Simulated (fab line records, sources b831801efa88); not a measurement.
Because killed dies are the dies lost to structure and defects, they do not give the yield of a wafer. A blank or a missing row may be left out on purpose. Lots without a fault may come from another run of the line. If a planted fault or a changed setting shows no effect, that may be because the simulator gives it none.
Comparing a struck lot with a sound one -- flow gf180mcu -- 16 out of 602 route steps
Sound: the wafers L125.3, L125.4, L125.6. Struck: wafer L128.2 (L128.1, L128.4, from the same lot, were not struck and are left out); the cause is given at the end.
Each step with rows lists, per side, the tool, then ch with its chambers, then its first start. Under that, the readings that differ: sound wafers -- struck wafers -- difference of the means -- sigmas: that difference in standard deviations of wafers without a fault.
alike: same words and numbers on both sides, and readings whose means sit less than 2 such deviations apart. not compared: any withheld reading, any reading some wafer has no value for, any bound like >300 that may hide the same value, and any number with overlapping values for which the record gives no deviation.
The two part at a step that has a row with sigmas, a row that says differs or no value, or rows on one side only. Numbers that don't overlap but have no deviation are shown without sigmas and don't part them. A reading missing from all wafers of one side parts the sides only when that side holds two or more wafers.

GF_M4_SOFTBAKE_10: time 61.35 s.
  sound on litho-track-01 ch 0, day 24 10:25; struck on litho-track-03 ch 0, day 25 16:04
reading,sound,struck,difference,sigmas
plate-sensor-t-centre-C (C),130.99 131.01 131,131.03,+0.03,+3
  alike: heater-power-total-W, plate-sensor-t-edge-C, resist-line-temp-C
then, 3 steps without rows for these wafers: GF_M4_EXPOSE_11 (exposes mask Metal4, target cd 280 nm); GF_M4_PEB_12 (peb time 90 s); GF_M4_DEVELOP_13 (develop time 60 s).
GF_M4_CD_MEAS_14: target cd 280 nm.
  sound: cd-sem-01 at day 24 21:48; struck: cd-sem-02 at day 26 02:40
reading,sound,struck,difference,sigmas
cd-nm (nm),278.4 278.1 278.2,281.1,+2.9,+3
GF_M4_OVL_MEAS_15:
  sound: overlay-01 at day 24 21:53; struck: overlay-01 at day 26 02:50
reading,sound,struck,difference,sigmas
M4_OVL (nm),-3 -3 -9,7,+12,+3
GF_M4_METAL_ETCH_16: etches the open film in Cl2/BCl3, stops on SiO2, target depth 627.5 nm, time 104.6 s.
  sound on rie-metal-04 ch 0,1, day 24 21:57; struck on rie-metal-01 ch 0, day 26 02:53
reading,sound,struck,difference,sigmas
oes-product-au (a.u.),0.975 0.978 0.976,0.962,-0.014,-2
rf-hours-counter-h (h),- - -,11,no value on the sound wafers,
throttle-valve-pct (%),28.244 28.258 28.259,28.276,+0.022,+2
  alike: drypump-motor-current-A
GF_M4_STRIP_17: strips in O2/N2.
  sound on plasma-asher-01 ch 0,1, day 24 22:04; struck on plasma-asher-04 ch 0, day 26 02:59
reading,sound,struck,difference,sigmas
rf-hours-counter-h (h),- - -,93,no value on the sound wafers,
strip-time-to-endpoint-s (s),7.84 7.85 7.83,7.97,+0.13,+3
  alike: drypump-motor-current-A, heater-power-w, oes-product-au
then, 3 steps without rows for these wafers: GF_M4_STRIP_18 (strips in post etch residue remover, time 1200 s); GF_M4_CLEAN_19 (cleans in DIW); GF_V4_CVD_00 (deposits SiO2, target thk 600 nm, time 100 s).
GF_V4_THK_MEAS_01:
  sound: film-metro-03 at day 24 22:43; struck: film-metro-03 at day 26 03:36
reading,sound,struck,difference,sigmas
V4_CVD_00_THK (nm),585 589 588,604,+17,+3
GF_V4_CVD_02: deposits SiO2 from TEOS, target thk 850 nm, time 94.851 s.
  sound on pecvd-03 ch 0,2, day 24 22:46; struck on pecvd-02 ch 0, day 26 03:40
reading,sound,struck,difference,sigmas
rf-fwd-power-W (W),595.3 595.9 597.7,692.7,+96.4,+42
model.SiO2_of_V4_CVD_02.thk-nm (nm),851 861 863.6,867.2,+8.7,
  alike: heater-power-w
GF_V4_THK_MEAS_03:
  sound: film-metro-04 at day 24 22:51; struck: film-metro-02 at day 26 03:44
  alike: V4_CVD_02_THK
GF_V4_CMP_04: polishes SiO2.
  sound on cmp-02 ch 0,1,3, day 24 23:38; struck on cmp-02 ch 1, day 26 03:47
reading,sound,struck,difference,sigmas
time-to-endpoint-s (s),86 88 83,98,+12,+3
  alike: motor-current-A, retaining-ring-pressure-frac
GF_V4_BOW_MEAS_05:
  sound: film-metro-03 at day 24 23:52; struck: film-metro-03 at day 26 04:05
  alike: V4_BOW

== WHERE THEY PART ==
Last at GF_V4_CMP_04 as far as this record goes, first at GF_M4_SOFTBAKE_10. Later steps at which nothing parts them and some readings are alike: GF_V4_BOW_MEAS_05.

WHY: whatever the simulator had introduced
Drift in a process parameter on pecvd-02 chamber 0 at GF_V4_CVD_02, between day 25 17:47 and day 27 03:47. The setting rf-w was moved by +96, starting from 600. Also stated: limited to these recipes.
